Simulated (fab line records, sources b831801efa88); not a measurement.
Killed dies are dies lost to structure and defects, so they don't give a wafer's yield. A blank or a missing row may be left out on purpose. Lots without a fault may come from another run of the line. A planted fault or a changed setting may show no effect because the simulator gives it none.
Tool commonality check | flow gf180mcu | 12 lots, 36 wafers sampled

WHY IT WAS OPENED
At GF_DUAL_GATE_THK_MEAS_03 the reading DUAL_GATE_OXIDATION_00_THK is flagged on 2 of 12 lots. Wafers without a fault read 10.85 nm, standard deviation 0.26.
Rule: a lot is flagged when every wafer of it that has a number lies more than 4 standard deviations from that mean, or none has a number. The other lots count as sound.

lot  | measured     | on            | DUAL_GATE_OXIDATION_00_THK (nm), wafer by wafer | flag
L800 | day 7 22:08  | film_metro-02 | 10.75 10.92 10.91                               |
L801 | day 8 04:53  | film_metro-02 | 10.94 10.71 10.89                               |
L803 | day 8 11:55  | film_metro-02 | 10.70 10.55 10.98                               |
L805 | day 9 00:41  | film_metro-04 | 10.68 10.37 10.57                               |
L806 | day 9 05:58  | film_metro-04 | 10.64 10.52 10.49                               |
L812 | day 11 04:05 | film_metro-04 | 10.69 10.61 10.80                               |
L813 | day 11 15:44 | film_metro-02 | 17.20 17.22 17.05                               | FLAGGED
L815 | day 11 20:26 | film_metro-02 | 16.86 16.87 16.95                               | FLAGGED
L818 | day 12 20:50 | film_metro-02 | 10.84 10.68 10.90                               |
L819 | day 13 00:49 | film_metro-04 | 10.67 10.68 10.80                               |
L822 | day 13 20:06 | film_metro-02 | 10.63 10.83 10.59                               |
L823 | day 14 02:10 | film_metro-04 | 10.90 10.72 10.90                               |
The numbers of the flagged lots are 17.02 nm on average: +6.17 nm against the usual, or +24 standard deviations.

WHICH TOOL RAN EACH LOT
The record holds 3 process steps before the reading, out of a route of 602 steps. In each cell: the tool, then ch and the chambers that the sampled wafers went through, then the start.
lot  | flag    | GF_MVPSD_STRIP_10                    | GF_VT_IMPLANT_STRIP_09               | GF_DUAL_GATE_OXIDATION_02
L800 |         | plasma_asher-02 ch 0,1, day 5 06:21  | plasma_asher-02 ch 0,1, day 5 20:38  | furnace-01 ch 0, day 7 20:41
L801 |         | plasma_asher-04 ch 0,1, day 5 10:52  | plasma_asher-02 ch 0,1, day 6 00:35  | furnace-01 ch 0, day 8 03:27
L803 |         | plasma_asher-01 ch 0,1, day 5 19:41  | plasma_asher-04 ch 0,1, day 6 10:29  | furnace-01 ch 0, day 8 10:28
L805 |         | plasma_asher-04 ch 0,1, day 6 07:18  | plasma_asher-03 ch 0,1, day 6 21:55  | furnace-02 ch 0, day 8 23:13
L806 |         | plasma_asher-02 ch 0,1, day 6 11:35  | plasma_asher-02 ch 0,1, day 7 02:50  | furnace-02 ch 0, day 9 04:31
L812 |         | plasma_asher-04 ch 0,1, day 8 04:45  | plasma_asher-04 ch 0,1, day 8 20:32  | furnace-02 ch 0, day 11 02:38
L813 | FLAGGED | plasma_asher-04 ch 1, day 8 13:51    | plasma_asher-04 ch 0,1, day 9 06:08  | furnace-01 ch 0, day 11 14:16
L815 | FLAGGED | plasma_asher-02 ch 0,1, day 8 18:52  | plasma_asher-04 ch 0,1, day 9 12:12  | furnace-01 ch 0, day 11 18:58
L818 |         | plasma_asher-02 ch 0,1, day 9 13:21  | plasma_asher-03 ch 0,1, day 10 06:59 | furnace-02 ch 0, day 12 19:23
L819 |         | plasma_asher-01 ch 0,1, day 9 18:41  | plasma_asher-03 ch 0,1, day 10 11:59 | furnace-02 ch 0, day 12 23:22
L822 |         | plasma_asher-02 ch 0,1, day 10 11:28 | plasma_asher-03 ch 0,1, day 11 06:03 | furnace-02 ch 0, day 13 18:38
L823 |         | plasma_asher-01 ch 0,1, day 10 17:53 | plasma_asher-04 ch 0,1, day 11 13:01 | furnace-02 ch 0, day 14 00:41
What these steps do:
- GF_MVPSD_STRIP_10: strips in O2/N2.
- GF_VT_IMPLANT_STRIP_09: strips in O2/N2.
- GF_DUAL_GATE_OXIDATION_02: stabilise 600 s, purge 300 s, target thk 10.887 nm.
- GF_DUAL_GATE_THK_MEAS_03

FLAGGED OVER TOTAL, TOOL BY TOOL (the gauges that took the reading come last)
step                      | tool            | lots run | flagged | share of the flagged lots | sound lots run after its first flagged lot
GF_MVPSD_STRIP_10         | plasma_asher-01 | 3        | 0       | none                      | -
GF_MVPSD_STRIP_10         | plasma_asher-02 | 5        | 1       | some                      | 2 (L818,L822)
GF_MVPSD_STRIP_10         | plasma_asher-04 | 4        | 1       | some                      | 0
GF_VT_IMPLANT_STRIP_09    | plasma_asher-02 | 3        | 0       | none                      | -
GF_VT_IMPLANT_STRIP_09    | plasma_asher-03 | 4        | 0       | none                      | -
GF_VT_IMPLANT_STRIP_09    | plasma_asher-04 | 5        | 2       | all                       | 1 (L823)
GF_DUAL_GATE_OXIDATION_02 | furnace-01      | 5        | 2       | all                       | 0
GF_DUAL_GATE_OXIDATION_02 | furnace-02      | 7        | 0       | none                      | -
GF_DUAL_GATE_THK_MEAS_03  | film_metro-02   | 7        | 2       | all                       | 2 (L818,L822)
GF_DUAL_GATE_THK_MEAS_03  | film_metro-04   | 5        | 0       | none                      | -

WHAT THE TABLE ALLOWS
3 rows of the table ran every flagged lot: plasma_asher-04 at GF_VT_IMPLANT_STRIP_09, furnace-01 at GF_DUAL_GATE_OXIDATION_02, film_metro-02 at GF_DUAL_GATE_THK_MEAS_03.
- plasma_asher-04 at GF_VT_IMPLANT_STRIP_09: 2 of its 5 lots flagged. Sound lots ran on it after the first flagged one (L823), which a lasting fault on the whole tool wouldn't allow.
- furnace-01 at GF_DUAL_GATE_OXIDATION_02: 2 of its 5 lots flagged. Its last sound lot is L803 (day 8 10:28), its first flagged lot L813 (day 11 14:16): a fault that began between those two fits.
- film_metro-02 at GF_DUAL_GATE_THK_MEAS_03: 2 of its 7 lots flagged. Sound lots ran on it after the first flagged one (L818, L822), which a lasting fault on the whole tool wouldn't allow.
One tool is left: furnace-01 at GF_DUAL_GATE_OXIDATION_02.

WHAT THE SIMULATOR HAD PUT IN
Process parameter drift: furnace-01, from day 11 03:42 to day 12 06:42, at GF_DUAL_GATE_OXIDATION_02. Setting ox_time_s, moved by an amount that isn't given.
Lots struck among those shown: L813, L815. The rule above found the same.
